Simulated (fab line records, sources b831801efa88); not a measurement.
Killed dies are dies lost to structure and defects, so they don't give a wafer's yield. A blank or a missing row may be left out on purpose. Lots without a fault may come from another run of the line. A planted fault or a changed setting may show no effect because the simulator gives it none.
A struck lot beside a sound one | flow sky130 | 15 steps out of a route of 708
Sound: wafers L347.2, L347.4, L347.5. Struck: wafer L358.4. (L358.5, L358.6 of the same lot were not struck and are left out.) The cause comes at the end.
At each step with rows: each side's tool, then ch and its chambers, then its first start. Under that, the readings that differ: sound wafers | struck wafers | difference of the means | sigmas: that difference in standard deviations of wafers without a fault.
alike: readings whose means differ by less than 2 such deviations, and words and numbers that are the same on both sides. not compared: withheld readings, readings that some wafer has no value for, bounds like >300 that may hide the same value, and numbers for which the record gives no deviation and whose values overlap.
The two part at a step that has a row with sigmas, a row that says differs or no value, or rows on one side only. Numbers that don't overlap but have no deviation are shown without sigmas and don't part them. A reading that every wafer of one side lacks parts them only if that side has two wafers or more.

first, 8 steps without rows for these wafers: SKY_FIELD_ISO_DEHYDRATE_05 (time 60 s); SKY_FIELD_ISO_HMDS_06 (prime time 60 s); SKY_FIELD_ISO_COAT_07 (resist thk 60 nm); SKY_FIELD_ISO_COAT_08 (resist thk 450 nm); SKY_FIELD_ISO_SOFTBAKE_09 (time 90 s); SKY_FIELD_ISO_EXPOSE_10 (exposes mask FOM, target cd 150 nm); SKY_FIELD_ISO_PEB_11; SKY_FIELD_ISO_DEVELOP_12 (develop time 60 s).
SKY_FIELD_ISO_CD_MEAS_13: target cd 150 nm.
  sound on cd_sem-02, day 3 03:58; struck on cd_sem-01, day 5 11:06
  alike: cd_nm
SKY_FIELD_ISO_ETCH_14: etches BARC in N2/H2, stops on SiO2, time 45.9 s, target depth 60 nm.
  sound on rie_diel-04 ch 0,1,2, day 3 04:04; struck on rie_diel-03 ch 2, day 5 11:10
  alike: bias_w, drypump_motor_current_A, oes_product_au, run_length_s, throttle_valve_pct
  not compared: rf_hours_counter_h
SKY_FIELD_ISO_ETCH_15: etches the open film in CHF3/O2, stops on Si, target depth 180 nm, time 72 s.
  sound on rie_diel-04 ch 0,1,2, day 3 04:06; struck on rie_diel-03 ch 2, day 5 11:12
  reading               | sound             | struck | difference | sigmas
  oes_product_au (a.u.) | 0.946 0.948 0.945 | 0.929  | -0.017     | -3
  alike: bias_w, drypump_motor_current_A, run_length_s, throttle_valve_pct
  not compared: rf_hours_counter_h
SKY_FIELD_ISO_STRIP_16: strips in O2/N2.
  sound on plasma_asher-02 ch 0,1, day 3 04:10; struck on plasma_asher-02 ch 0, day 5 11:17
  reading                      | sound          | struck | difference | sigmas
  strip_time_to_endpoint_s (s) | 3.51 3.51 3.54 | 3.59   | +0.07      | +2
  alike: drypump_motor_current_A, oes_product_au
  not compared: rf_hours_counter_h
SKY_FIELD_ISO_ETCH_17: etches Si in HBr/Cl2/O2, target depth 342 nm, time 97.7 s.
  sound on rie_si-02 ch 0,1,3, day 3 04:16; struck on rie_si-02 ch 1, day 5 11:22
  reading                               | sound             | struck | difference | sigmas
  oes_product_au (a.u.)                 | 1.006 1.003 1.008 | 0.988  | -0.018     | -3
  run_length_s (s)                      | 125.2 125.4 126.8 | 112.1  | -13.7      | -26
  model.FIELD_ISO.feature_depth_nm (nm) | 348.1 342.7 343.8 | 289.5  | -55.4      |
  model.etch.depth_nm (nm)              | 348.1 342.7 343.8 | 289.5  | -55.4      |
  alike: drypump_motor_current_A, he_backside_leak_sccm, throttle_valve_pct
  not compared: bias_w, rf_hours_counter_h
then, 1 step without rows for these wafers: SKY_FIELD_ISO_WET_ETCH_18 (etches Si3N4 in H3PO4, target depth 25 nm, time 286 s).
-- the record jumps here: 44 days lie between the struck wafers' starts before and after (it left off in module FIELD_ISO and takes up again in module PAD_OPEN, whose first step shown is number 708 of the route) --
SKY_PAD_OPEN_PROBE_99:
  sound on prober-01, day 46 23:51; struck on prober-01, day 49 06:28
  reading                                 | sound                         | struck    | difference | sigmas
  killed_at_M4_up                         | 4 4 7                         | 1         | -4         | -2
  model.etest.res_p_drift_20v.line_ohm_um | 1.182e+04 1.151e+04 1.159e+04 | 8790      | -2850      |
  model.etest.res_p_drift_20v.rs_ohm_sq   | 9759 9554 9517                | 7360      | -2250      |
  model.etest.pfet_16v.r_on_ohm_um        | 1.521e+04 1.498e+04 1.488e+04 | 1.332e+04 | -1.703e+03 |
  model.etest.res_iso_pwell.rs_ohm_sq     | 2872 2830 2806                | 2250      | -586       |
  model.etest.res_iso_pwell.line_ohm_um   | 1088 1069 1069                | 846.4     | -228.9     |
  model.etest.res_nwell.line_ohm_um       | 1148 1138 1111                | 934.7     | -197.6     |
  model.etest.res_nwell.rs_ohm_sq         | 934.2 931.6 931.8             | 771.5     | -161.0     |
  model.etest.pfet_16v.drive_ua_um        | 243.3 249.1 249.1             | 271.3     | +24.1      |
  alike: killed_at_M0_to_M3, killed_at_contacts, killed_at_front_end, killed_at_other, killed_dies, killed_open, killed_short

WHERE THEY PART
First at SKY_FIELD_ISO_ETCH_15; last, within this record, at SKY_PAD_OPEN_PROBE_99.

WHY: what the simulator had put in
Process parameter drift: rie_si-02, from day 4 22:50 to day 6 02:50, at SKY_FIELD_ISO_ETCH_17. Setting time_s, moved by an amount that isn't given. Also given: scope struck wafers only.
